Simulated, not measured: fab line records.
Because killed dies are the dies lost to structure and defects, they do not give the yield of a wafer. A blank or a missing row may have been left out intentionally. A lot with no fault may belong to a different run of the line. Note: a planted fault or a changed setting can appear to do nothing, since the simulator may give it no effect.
fab line records + flow sky130 + part 2 of 2: steps 28 to 35 of 35
record
- lots=5
- wafers=15
- lastDay=50
route steps=708 shown LI_CONTACT@372 LOCAL_INTERCONNECT@387 CONTACT@406
lots that met no fault: taken from a fault-free run of the same line
startH: start of the lot's first displayed wafer, in hours after the record's first day + waitH: hours since the lot's step before + " identical to the entry in the row above + L1.1+2: several wafers, shown together as one row + - no value present, or no start provided + * or withheld: withheld + < > ~ a bound
route shown NAME@n: a module of which the file shows steps, and the number in the route of the first + usual: mean/standard deviation taken from wafers without a fault + same: alike in all rows + chamber/n: place in a boat + sites: each site's reading + _std_site: their standard deviation + _edge_site: outer sites' mean less inner sites' + radiusMm: for every site, how far away it sits from the centre of the wafer + mask NAME#n: copy n + behind: the tool/chamber that last shaped the wafer + hold: reason for holding the lot/hours on hold/outcome of the hold + device: whichever transistor did not switch (one of n, p or np) + end of line: the tests these same wafers got at the end of their route + for a step that has no rows: nothing shown but its recipe + killed: not the wafer's yield, but the dies lost to structure and defects at the first sort + map: the dies of a wafer, with x for killed, . for not killed, _ for no die there
set.NAME: the setting the step ran with; set.NAME@STEP: the setting that earlier step ran with + model.NAME: the simulator's own value behind a step, which no gauge read
a table for each step, a row for each wafer; lots at some steps of the route
services: when a tool's chamber went out of use (startH, in hours from the record's first day, below 0 if earlier), for how many hours, and the reason
## steps
# step SKY_LOCAL_INTERCONNECT_OVL_MEAS_12
# usual
- LOCAL_INTERCONNECT_OVL=-3/6.2
| lot.wafer | tool       | chamber | startH | waitH | LOCAL_INTERCONNECT_OVL[nm] |
|-----------|------------|---------|--------|-------|----------------------------|
| L088.1    | overlay-02 | -       | 811.97 | 0.1   | -4                         |
| L088.2    | "          | -       | "      | "     | -6                         |
| L088.3    | "          | -       | "      | "     | -8                         |
| L087.2    | overlay-01 | -       | 818.47 | 0.1   | -8                         |
| L087.4    | "          | -       | "      | "     | -6                         |
| L087.6    | "          | -       | "      | "     | -7                         |
| L089.1    | overlay-01 | -       | 826.51 | 0.1   | 4                          |
| L089.3    | "          | -       | "      | "     | 0                          |
| L089.6    | "          | -       | "      | "     | 9                          |
| L093.1    | overlay-01 | -       | 845.66 | 0.1   | -14                        |
| L093.3    | "          | -       | "      | "     | -12                        |
| L093.4    | "          | -       | "      | "     | -2                         |
| L097.4    | overlay-01 | -       | 874.86 | 0.1   | -2                         |
| L097.5    | "          | -       | "      | "     | -7                         |
| L097.6    | "          | -       | "      | "     | -2                         |
# step SKY_LOCAL_INTERCONNECT_ETCH_13
# recipe
- chemistry=N2/H2
- target=BARC
- ionEnergyEv=200
- biasW=100
- pressureMtorr=30
- n2FlowSccm=100
- h2FlowSccm=200
- icpW=500
- stopOn=SiO2
- timeS=45.9
- targetDepthA=600
# usual
- drypumpMotorCurrentA=5.6/0.36
- heBacksideLeakSccm=3.36/0.22
- n2FlowSccm=100.0/0.34
- oesProductAu=0.854/0.0047
- throttleValvePct=13.224/0.0099
| lot.wafer | tool        | chamber | startH | waitH | drypumpMotorCurrentA | heBacksideLeakSccm | n2FlowSccm | oesProductAu | rfHoursCounterH | throttleValvePct |
|-----------|-------------|---------|--------|-------|----------------------|--------------------|------------|--------------|-----------------|------------------|
| L088.1    | rieMetal-03 | 0       | 812.00 | 0.0   | 5.5                  | 2.88               | 100.0      | 0.847        | 15              | 13.222           |
| L088.2    | "           | 1       | "      | "     | 5.3                  | 3.26               | 100.5      | 0.850        | 18              | 13.217           |
| L088.3    | "           | 0       | "      | "     | 5.5                  | 3.12               | 99.8       | 0.852        | -               | 13.203           |
| L087.2    | rieMetal-02 | 0       | 818.50 | 0.0   | 6.0                  | 3.75               | 100.5      | 0.855        | 2               | 13.215           |
| L087.4    | "           | 0       | "      | "     | 6.0                  | 3.68               | 100.4      | 0.853        | -               | 13.224           |
| L087.6    | "           | 1       | "      | "     | 5.1                  | 3.37               | 100.1      | 0.853        | -               | 13.233           |
| L089.1    | rieMetal-02 | 1       | 826.55 | 0.0   | 5.1                  | 3.41               | 100.0      | 0.853        | 14              | 13.229           |
| L089.3    | "           | 0       | "      | "     | 6.0                  | 3.26               | 99.4       | 0.853        | -               | 13.197           |
| L089.6    | "           | 1       | "      | "     | 5.1                  | 3.38               | 99.9       | 0.851        | -               | 13.218           |
| L093.1    | rieMetal-02 | 1       | 845.70 | 0.0   | 5.1                  | 3.23               | 99.5       | 0.855        | 15              | 13.228           |
| L093.3    | "           | 0       | "      | "     | 6.0                  | 3.44               | 100.1      | 0.856        | -               | 13.223           |
| L093.4    | "           | 1       | "      | "     | 5.1                  | 3.23               | 99.3       | 0.856        | -               | 13.247           |
| L097.4    | rieMetal-03 | 0       | 874.94 | 0.1   | 5.5                  | 3.12               | 100.2      | 0.859        | -               | 13.248           |
| L097.5    | "           | 0       | "      | "     | 5.5                  | 2.92               | 100.1      | 0.866        | -               | 13.224           |
| L097.6    | "           | 0       | "      | "     | 5.5                  | 3.04               | 100.0      | 0.849        | -               | 13.224           |
# step SKY_LOCAL_INTERCONNECT_METAL_ETCH_14
# recipe
- targetDepthNm=110
- stopOn=PSG
- chemistry=Cl2/BCl3
- target=TiN
- resistSidewallDeg=88
- pressureMtorr=10
- icpW=900
- biasW=48.5
- Cl2_flow_sccm=60
- bcl3FlowSccm=30
- timeS=31.4
# usual
- drypumpMotorCurrentA=5.5/0.36
- heBacksideLeakSccm=3.37/0.19
- oesProductAu=0.941/0.0069
- throttleValvePct=21.903/0.0098
| lot.wafer | tool        | chamber | startH | waitH | drypumpMotorCurrentA | heBacksideLeakSccm | oesProductAu | rfHoursCounterH | throttleValvePct |
|-----------|-------------|---------|--------|-------|----------------------|--------------------|--------------|-----------------|------------------|
| L088.1    | rieMetal-03 | 0       | 812.07 | 0.0   | 5.5                  | 3.08               | 0.936        | 15              | 21.893           |
| L088.2    | "           | 1       | "      | "     | 5.3                  | 3.26               | 0.941        | 18              | 21.910           |
| L088.3    | "           | 0       | "      | "     | 5.5                  | 2.83               | 0.938        | -               | 21.925           |
| L087.2    | rieMetal-02 | 0       | 818.57 | 0.0   | 5.9                  | 3.43               | 0.936        | 3               | 21.913           |
| L087.4    | "           | 0       | "      | "     | 6.0                  | 3.30               | 0.938        | -               | 21.909           |
| L087.6    | "           | 1       | "      | "     | 5.0                  | 3.52               | 0.929        | -               | 21.921           |
| L089.1    | rieMetal-02 | 1       | 826.61 | 0.0   | 5.1                  | 3.29               | 0.933        | 14              | 21.906           |
| L089.3    | "           | 0       | "      | "     | 6.0                  | 3.10               | 0.941        | -               | 21.905           |
| L089.6    | "           | 1       | "      | "     | 5.0                  | 3.26               | 0.940        | -               | 21.897           |
| L093.1    | rieMetal-02 | 1       | 845.76 | 0.0   | 5.1                  | 3.29               | 0.946        | 16              | 21.896           |
| L093.3    | "           | 0       | "      | "     | 6.0                  | 3.76               | 0.948        | -               | 21.889           |
| L093.4    | "           | 1       | "      | "     | 5.1                  | 3.25               | 0.949        | -               | 21.906           |
| L097.4    | rieMetal-03 | 0       | 875.05 | 0.1   | 5.5                  | 3.15               | 0.941        | -               | 21.908           |
| L097.5    | "           | 0       | "      | "     | 5.5                  | 3.09               | 0.943        | -               | 21.880           |
| L097.6    | "           | 0       | "      | "     | 5.5                  | 3.27               | 0.944        | -               | 21.890           |
# step SKY_LOCAL_INTERCONNECT_STRIP_15
# recipe
- chemistry=O2/N2
- powerW=1400
- pressureMtorr=1500
- platenTempC=withheld
- o2FlowSccm=3000
- n2FlowSccm=300
- overashFraction=0.5
# usual
- drypumpMotorCurrentA=5.48/0.29
- n2FlowSccm=299.9/0.9
- oesProductAu=0.429/0.0045
- stripTimeToEndpointS=4.778/0.018
| lot.wafer | tool           | chamber | startH | waitH | drypumpMotorCurrentA | n2FlowSccm | oesProductAu | rfHoursCounterH | stripTimeToEndpointS |
|-----------|----------------|---------|--------|-------|----------------------|------------|--------------|-----------------|----------------------|
| L088.1    | plasmaAsher-03 | 0       | 812.12 | 0.0   | 5.99                 | 299.1      | 0.419        | 37              | 4.753                |
| L088.2    | "              | 1       | "      | "     | 5.60                 | 300.0      | 0.426        | 37              | 4.764                |
| L088.3    | "              | 1       | "      | "     | 5.57                 | 300.4      | 0.422        | -               | 4.751                |
| L087.2    | plasmaAsher-01 | 0       | 818.62 | 0.0   | 5.45                 | 299.1      | 0.431        | 71              | 4.754                |
| L087.4    | "              | 1       | "      | "     | 5.49                 | 299.2      | 0.432        | -               | 4.769                |
| L087.6    | "              | 1       | "      | "     | 5.49                 | 300.8      | 0.434        | -               | 4.766                |
| L089.1    | plasmaAsher-04 | 0       | 826.66 | 0.0   | 5.62                 | 299.9      | 0.431        | 98              | 4.788                |
| L089.3    | "              | 0       | "      | "     | 5.62                 | 299.3      | 0.432        | -               | 4.777                |
| L089.6    | "              | 0       | "      | "     | 5.62                 | 298.7      | 0.432        | -               | 4.799                |
| L093.1    | plasmaAsher-03 | 0       | 845.81 | 0.0   | 6.00                 | 301.8      | 0.433        | 40              | 4.794                |
| L093.3    | "              | 0       | "      | "     | 6.00                 | 300.8      | 0.424        | -               | 4.780                |
| L093.4    | "              | 1       | "      | "     | 5.58                 | 299.3      | 0.422        | -               | 4.794                |
| L097.4    | plasmaAsher-04 | 0       | 875.14 | 0.1   | 5.65                 | 300.6      | 0.435        | -               | 4.784                |
| L097.5    | "              | 0       | "      | "     | 5.65                 | 300.3      | 0.431        | -               | 4.770                |
| L097.6    | "              | 1       | "      | "     | 5.04                 | 298.2      | 0.425        | -               | 4.778                |
# step SKY_LOCAL_INTERCONNECT_STRIP_16
# recipe
- chemistry=postEtchResidueRemover
- timeS=1200
- tempC=72.5
# usual
- tempC=72.49/0.12
| lot.wafer | tool        | chamber | startH | waitH | tempC |
|-----------|-------------|---------|--------|-------|-------|
| L088.1    | wetBench-03 | 2       | 812.22 | 0.1   | 72.53 |
| L088.2    | "           | 2       | "      | "     | 72.70 |
| L088.3    | "           | 2       | "      | "     | 72.42 |
| L087.2    | wetBench-02 | 2       | 818.72 | 0.1   | 72.58 |
| L087.4    | "           | 2       | "      | "     | 72.30 |
| L087.6    | "           | 2       | "      | "     | 72.63 |
| L089.1    | wetBench-03 | 0       | 826.76 | 0.1   | 72.47 |
| L089.3    | "           | 0       | "      | "     | 72.23 |
| L089.6    | "           | 0       | "      | "     | 72.52 |
| L093.1    | wetBench-01 | 3       | 845.91 | 0.1   | 72.44 |
| L093.3    | "           | 3       | "      | "     | 72.44 |
| L093.4    | "           | 3       | "      | "     | 72.34 |
| L097.4    | wetBench-02 | 1       | 875.20 | 0.0   | 72.46 |
| L097.5    | "           | 1       | "      | "     | 72.47 |
| L097.6    | "           | 1       | "      | "     | 72.52 |
# step SKY_LOCAL_INTERCONNECT_CLEAN_17
# recipe
- chemistry=IPA
- timeS=180
- tempC=25
# usual
- tempC=24.97/0.099
| lot.wafer | tool        | chamber | startH | waitH | tempC |
|-----------|-------------|---------|--------|-------|-------|
| L088.1    | wetBench-01 | 3       | 812.56 | 0.0   | 25.04 |
| L088.2    | "           | 3       | "      | "     | 24.89 |
| L088.3    | "           | 3       | "      | "     | 24.86 |
| L087.2    | wetBench-03 | 1       | 819.06 | 0.0   | 24.84 |
| L087.4    | "           | 1       | "      | "     | 24.91 |
| L087.6    | "           | 1       | "      | "     | 24.77 |
| L089.1    | wetBench-03 | 2       | 827.16 | 0.1   | 24.91 |
| L089.3    | "           | 2       | "      | "     | 24.96 |
| L089.6    | "           | 2       | "      | "     | 24.96 |
| L093.1    | wetBench-03 | 0       | 846.26 | 0.0   | 24.88 |
| L093.3    | "           | 0       | "      | "     | 24.91 |
| L093.4    | "           | 0       | "      | "     | 25.04 |
| L097.4    | wetBench-03 | 3       | 875.54 | 0.0   | 24.93 |
| L097.5    | "           | 3       | "      | "     | 24.82 |
| L097.6    | "           | 3       | "      | "     | 24.94 |
# step SKY_LOCAL_INTERCONNECT_CLEAN_18
# recipe
- chemistry=O3/DIW
- dry=n2Spin
| lot.wafer  | tool        | chamber | startH | waitH |
|------------|-------------|---------|--------|-------|
| L088.1+2+3 | wetBench-03 | 3       | 812.62 | 0.0   |
| L087.2+4+6 | wetBench-02 | 2       | 819.12 | 0.0   |
| L089.1+3+6 | wetBench-02 | 1       | 827.25 | 0.0   |
| L093.1+3+4 | wetBench-01 | 3       | 846.31 | 0.0   |
| L097.4+5+6 | wetBench-01 | 0       | 875.60 | 0.0   |
# step SKY_CONTACT_CVD_00
# recipe
- material=Si3N4
- targetThkNm=75
- tempC=400
- timeS=withheld
- rfW=450
# usual
- heaterPowerW=747/61
| lot.wafer | tool     | chamber | startH | waitH | heaterPowerW |
|-----------|----------|---------|--------|-------|--------------|
| L088.1    | pecvd-01 | 1       | 812.71 | 0.0   | 798          |
| L088.2    | "        | 0       | "      | "     | 847          |
| L088.3    | "        | 2       | "      | "     | 744          |
| L087.2    | pecvd-01 | 0       | 819.21 | 0.0   | 719          |
| L087.4    | "        | 0       | "      | "     | 721          |
| L087.6    | "        | 0       | "      | "     | 739          |
| L089.1    | pecvd-04 | 2       | 827.34 | 0.0   | 682          |
| L089.3    | "        | 1       | "      | "     | 756          |
| L089.6    | "        | 1       | "      | "     | 757          |
| L093.1    | pecvd-03 | 1       | 846.41 | 0.0   | 699          |
| L093.3    | "        | 2       | "      | "     | 659          |
| L093.4    | "        | 1       | "      | "     | 684          |
| L097.4    | pecvd-03 | 0       | 875.71 | 0.0   | 829          |
| L097.5    | "        | 1       | "      | "     | 700          |
| L097.6    | "        | 2       | "      | "     | 748          |
## services
| tool           | chamber | startH | hours | kind   |
|----------------|---------|--------|-------|--------|
| plasmaAsher-01 | -       | 761.39 | 0.6   | repair |
| krfScanner-02  | -       | 766.23 | 1.3   | pm     |
| rieDiel-04     | 0       | 772.54 | 15.9  | repair |
| pecvd-01       | -       | 773.27 | 1.4   | repair |
| krfScanner-01  | -       | 782.51 | 0.8   | pm     |
| krfScanner-01  | -       | 783.26 | 1.0   | pm     |
| rieDiel-03     | 1       | 785.65 | 4.7   | repair |
| cmp-01         | -       | 785.94 | 0.7   | repair |
| pecvd-04       | -       | 817.84 | 1.6   | repair |
| plasmaAsher-02 | -       | 822.15 | 2.8   | pm     |
| rieMetal-03    | -       | 827.80 | 14.6  | pm     |
| krfScanner-02  | -       | 830.33 | 0.5   | repair |
| krfScanner-01  | -       | 836.91 | 1.3   | pm     |
| cvdW-02        | -       | 839.81 | 2.8   | pm     |
| rieDiel-04     | 0       | 841.54 | 22.2  | repair |
| plasmaAsher-03 | -       | 846.38 | 1.7   | repair |
| cmp-02         | -       | 851.36 | 11.3  | repair |
| rieMetal-03    | 1       | 851.76 | 17.4  | repair |
| pecvd-03       | -       | 855.98 | 0.5   | repair |
| rieDiel-03     | 1       | 863.55 | 5.5   | repair |
| krfScanner-01  | -       | 865.91 | 2.2   | repair |
| rieDiel-02     | 0       | 865.92 | 7.0   | repair |
| cmp-02         | -       | 870.86 | 1.5   | repair |
| rieMetal-03    | 1       | 874.67 | 3.5   | repair |
